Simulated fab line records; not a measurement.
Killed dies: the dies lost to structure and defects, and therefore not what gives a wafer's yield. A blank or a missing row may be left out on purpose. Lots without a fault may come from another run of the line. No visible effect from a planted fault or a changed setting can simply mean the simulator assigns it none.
Comparing a struck lot with a sound one | flow gf180mcu | 44 steps out of a route of 602
Sound: these wafers, L103.2, L103.3, L103.5. The struck wafers were L113.1, L113.2, L113.6. At the end, the cause is stated.
Order at every step that has rows: each side's tool, ch and its chambers, its first start. Under that, the readings that differ: sound wafers | struck wafers | difference of the means | sigmas: that difference in standard deviations of wafers without a fault.
alike: same words and numbers on both sides, and readings whose means sit less than 2 such deviations apart. not compared: any withheld reading, any reading some wafer has no value for, any bound like >300 that may hide the same value, and any number with overlapping values for which the record gives no deviation.
A row with sigmas, a row that says differs or no value, or rows on one side alone: a step with any of these is where the two part. Numbers that have no deviation but don't overlap get no sigmas and don't part them. A reading missing from all wafers of one side parts the sides only when that side holds two or more wafers.

first, 2 steps without rows for these wafers: GF_MVSD_IMPLANT_08; GF_MVSD_IMPLANT_09.
GF_MVSD_STRIP_10: strips in O2/N2.
  sound on plasma_asher-03 ch 0,1, day 6 03:10; struck on plasma_asher-03 ch 0,1, day 8 14:16
  alike: drypump_motor_current_A, heater_power_w, oes_product_au, platen_temp_c, strip_time_to_endpoint_s
  not compared: rf_hours_counter_h
GF_MVSD_TW_MEAS_11:
  struck on film_metro-03, day 8 14:22; sound on film_metro-04, day 6 03:17
  alike: MVSD_TW
then, 7 steps without rows for these wafers: GF_MVPSD_DEHYDRATE_00 (time 60 s); GF_MVPSD_HMDS_01 (prime time 60 s); GF_MVPSD_COAT_02 (resist thk 3000 nm); GF_MVPSD_SOFTBAKE_03; GF_MVPSD_EXPOSE_04 (exposes mask MVPSD, target cd 1000 nm); GF_MVPSD_PEB_05; GF_MVPSD_DEVELOP_06 (develop time 60 s).
GF_MVPSD_OVL_MEAS_07:
  struck on overlay-02, day 9 06:59; sound on overlay-01, day 6 18:45
  alike: MVPSD_OVL
GF_MVPSD_IMPLANT_08:
  sound on implanter-03 ch 0, day 6 18:48; struck on implanter-03 ch 0, day 9 07:02
  reading            | sound                            | struck                        | difference | sigmas
  dose_ions_cm2      | 1.5001e+13 1.5002e+13 1.5002e+13 | 5.041e+12 5.057e+12 5.049e+12 | -9.953e+12 | -99 or more
  faraday_current_uA | 86.8 86.4 85.3                   | 28.5 28.2 28.4                | -57.8      | -34
after that, 1 step had no rows for these wafers: GF_MVPSD_IMPLANT_09.
GF_MVPSD_STRIP_10: strips in O2/N2.
  sound on plasma_asher-03 ch 0,1, day 6 19:05; struck on plasma_asher-02 ch 0,1, day 9 07:20
  alike: drypump_motor_current_A, heater_power_w, oes_product_au, platen_temp_c, strip_time_to_endpoint_s
  not compared: rf_hours_counter_h
GF_MVPSD_TW_MEAS_11:
  struck on film_metro-04, day 9 07:26; sound on film_metro-02, day 6 19:11
  reading  | sound       | struck      | difference | sigmas
  MVPSD_TW | 550 550 548 | 424 425 425 | -125       | -25
then, 7 steps without rows for these wafers: GF_VT_IMPLANT_DEHYDRATE_00 (time 60 s); GF_VT_IMPLANT_HMDS_01 (prime time 60 s); GF_VT_IMPLANT_COAT_02 (resist thk 1000 nm); GF_VT_IMPLANT_SOFTBAKE_03 (time 60 s); GF_VT_IMPLANT_EXPOSE_04 (exposes mask LVPWELL LV AREA, target cd 600 nm); GF_VT_IMPLANT_PEB_05; GF_VT_IMPLANT_DEVELOP_06 (develop time 60 s).
GF_VT_IMPLANT_OVL_MEAS_07:
  struck on overlay-02, day 10 00:14; sound on overlay-01, day 7 10:08
  alike: VT_IMPLANT_OVL
after that, 1 step had no rows for these wafers: GF_VT_IMPLANT_IMPLANT_08.
GF_VT_IMPLANT_STRIP_09: strips in O2/N2.
  sound on plasma_asher-01 ch 0,1, day 7 10:19; struck on plasma_asher-04 ch 0,1, day 10 00:26
  reading            | sound       | struck      | difference | sigmas
  heater_power_w (W) | 355 358 331 | 276 342 274 | -51        | -2
  alike: drypump_motor_current_A, oes_product_au, platen_temp_c, strip_time_to_endpoint_s
  not compared: rf_hours_counter_h
GF_VT_IMPLANT_TW_MEAS_10:
  struck on film_metro-03, day 10 00:32; sound on film_metro-04, day 7 10:26
  reading       | sound       | struck      | difference | sigmas
  VT_IMPLANT_TW | 551 555 551 | 568 567 568 | +15        | +3
then, 7 steps without rows for these wafers: GF_VT_IMPLANT_DEHYDRATE_11 (time 60 s); GF_VT_IMPLANT_HMDS_12 (prime time 60 s); GF_VT_IMPLANT_COAT_13 (resist thk 1000 nm); GF_VT_IMPLANT_SOFTBAKE_14 (time 60 s); GF_VT_IMPLANT_EXPOSE_15 (exposes mask Nwell LV AREA, target cd 860 nm); GF_VT_IMPLANT_PEB_16; GF_VT_IMPLANT_DEVELOP_17 (develop time 60 s).
GF_VT_IMPLANT_OVL_MEAS_18:
  struck on overlay-01, day 10 17:56; sound on overlay-01, day 8 02:27
  alike: VT_IMPLANT_01_OVL
after that, 1 step had no rows for these wafers: GF_VT_IMPLANT_IMPLANT_19.
GF_VT_IMPLANT_STRIP_20: strips in O2/N2.
  sound on plasma_asher-04 ch 0, day 8 02:38; struck on plasma_asher-01 ch 0,1, day 10 18:08
  reading            | sound       | struck      | difference | sigmas
  heater_power_w (W) | 277 280 275 | 336 348 345 | +66        | +3
  alike: drypump_motor_current_A, oes_product_au, platen_temp_c, strip_time_to_endpoint_s
  not compared: rf_hours_counter_h
GF_VT_IMPLANT_TW_MEAS_21:
  struck on film_metro-04, day 10 18:14; sound on film_metro-03, day 8 02:44
  alike: VT_IMPLANT_2_TW
then, 4 steps without rows for these wafers: GF_VT_IMPLANT_DEHYDRATE_22 (time 60 s); GF_VT_IMPLANT_HMDS_23 (prime time 60 s); GF_VT_IMPLANT_COAT_24 (resist thk 1000 nm); GF_VT_IMPLANT_SOFTBAKE_25 (time 60 s).
GF_VT_IMPLANT_RS_MEAS_49: measurement is done with a four-point probe.
  struck on film_metro-02, day 12 06:57; sound on film_metro-02, day 9 12:19
  reading           | sound          | struck         | difference | sigmas
  MVPSD_RS (ohm/sq) | 1168 1169 1170 | 1949 1955 1948 | +782       | +99 or more
GF_PASSIVATION_PROBE_99:
  the record has rows for the sound wafers here (prober-02, day 31 04:20) and none for the struck ones

== WHERE THEY PART ==
At GF_MVPSD_IMPLANT_08 first; at GF_PASSIVATION_PROBE_99 last (within this record only).

WHY: what the simulator had put in
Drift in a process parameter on implanter-03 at GF_MVPSD_IMPLANT_08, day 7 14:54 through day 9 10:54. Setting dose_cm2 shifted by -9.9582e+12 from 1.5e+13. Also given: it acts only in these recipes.
